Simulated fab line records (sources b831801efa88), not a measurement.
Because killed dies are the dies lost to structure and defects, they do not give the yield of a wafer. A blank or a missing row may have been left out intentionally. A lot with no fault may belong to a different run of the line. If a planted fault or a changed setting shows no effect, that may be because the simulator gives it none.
Problem report in the 8D (eight disciplines) form, filled by code	flow sky130	the parts of the form that need people (team, actions taken, sign-off) are left out

## 1. PROBLEM STATEMENT
killed-at-contacts at SKY_PAD_OPEN_PROBE_99 reads a mean of 60 on 2 wafers of 1 lot; wafers without a fault read 25 with a standard deviation of 5.4. Measured from the usual mean, that is +6.4 standard deviations.
Earliest sighting: wafer L855.1 on prober-01 at day 49 23:34. The record has a number at this step for 6 wafers belonging to 2 lots. Rule for "out", or "out of limits": more than 4 standard deviations from the usual mean. Any other wafer with a number is counted as sound.

## 2. WHAT THIS IS AND IS NOT
question	is	is not
which readings at this step	killed-at-contacts	killed_at_M4_up, killed-at-front-end, killed-at-other, killed-open, killed-short
which lots	L855	L847
which wafers of those lots	L855.1, L855.5	L855.3
read on which tools	prober-01	-
when	from day 49 23:34	up to then (3 sound wafers); but 1 sound wafer of L855 came after

## 3. SUSPECTS, AND WHAT RULES EACH OUT
Counting: if a tool at a process step up to the reading ran every lot that is out, it stays a suspect. Sound lots after the first of them don't rule it out here, since some wafers of a struck lot are sound.
- rie-diel-03 at SKY_CONTACT_ETCH_16 (etches BARC in N2/H2, stops on SiO2, time 45.9 s, target depth 60 nm): kept. It ran the lot that is out, L855 (day 37 07:17).
- plasma-asher-02 at SKY_PAD_OPEN_STRIP_08 (strips in O2/N2): kept. It ran the lot that is out, L855 (day 49 21:20).
- prober-01 at SKY_PAD_OPEN_PROBE_99: kept. L855, the lot that is out, went through it at day 49 23:34; up to then, the latest sound lot through it was L847 at day 47 17:25. Its own killed-at-contacts readings are out on those wafers.
- Within rie-diel-03 at SKY_CONTACT_ETCH_16, the wafers that are out were processed in chamber 1 and their sound lot-mates in chamber 0.
After the count, these remain: rie-diel-03 at SKY_CONTACT_ETCH_16, plasma-asher-02 at SKY_PAD_OPEN_STRIP_08 and prober-01 at SKY_PAD_OPEN_PROBE_99.

## 4. THE CAUSE (what the simulator had put in)
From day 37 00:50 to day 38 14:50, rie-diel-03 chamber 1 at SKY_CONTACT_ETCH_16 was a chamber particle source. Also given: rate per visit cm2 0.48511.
Of the 3 suspects that counting leaves, this tool is one.

## 5. THE EFFECT CHAIN, in route order
Each row: a reading whose mean over the struck wafers that have a number lies more than 3 standard deviations from the usual. Only readings whose record carries a usual standard deviation are examined. hours: median over the lots of the time between each lot's start at the first step of this table that gives one and its start at this step. sigmas: the change, counted in usual standard deviations.
hours	step	reading	usual	on struck wafers	change	sigmas
0	SKY_PAD_OPEN_PROBE_99	killed-at-contacts	25	60	+34	+6.4
Process steps it contains:
- SKY_PAD_OPEN_PROBE_99

## 6. HOW IT WOULD HAVE BEEN CAUGHT EARLIER
In this record no reading fell out of limits until day 49 23:34, 311 hours after the fault had begun at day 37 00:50.
Of the tool readings at SKY_CONTACT_ETCH_16 for which the record gives a usual standard deviation, none was out on any struck wafer, so an alarm limit of 4 standard deviations on them would not have fired.
The start of SKY_CONTACT_ETCH_16 on rie-diel-03 came by day 49 23:34 for every one of the lots that are out (1). Tool hold at that time: it would have spared none of them.
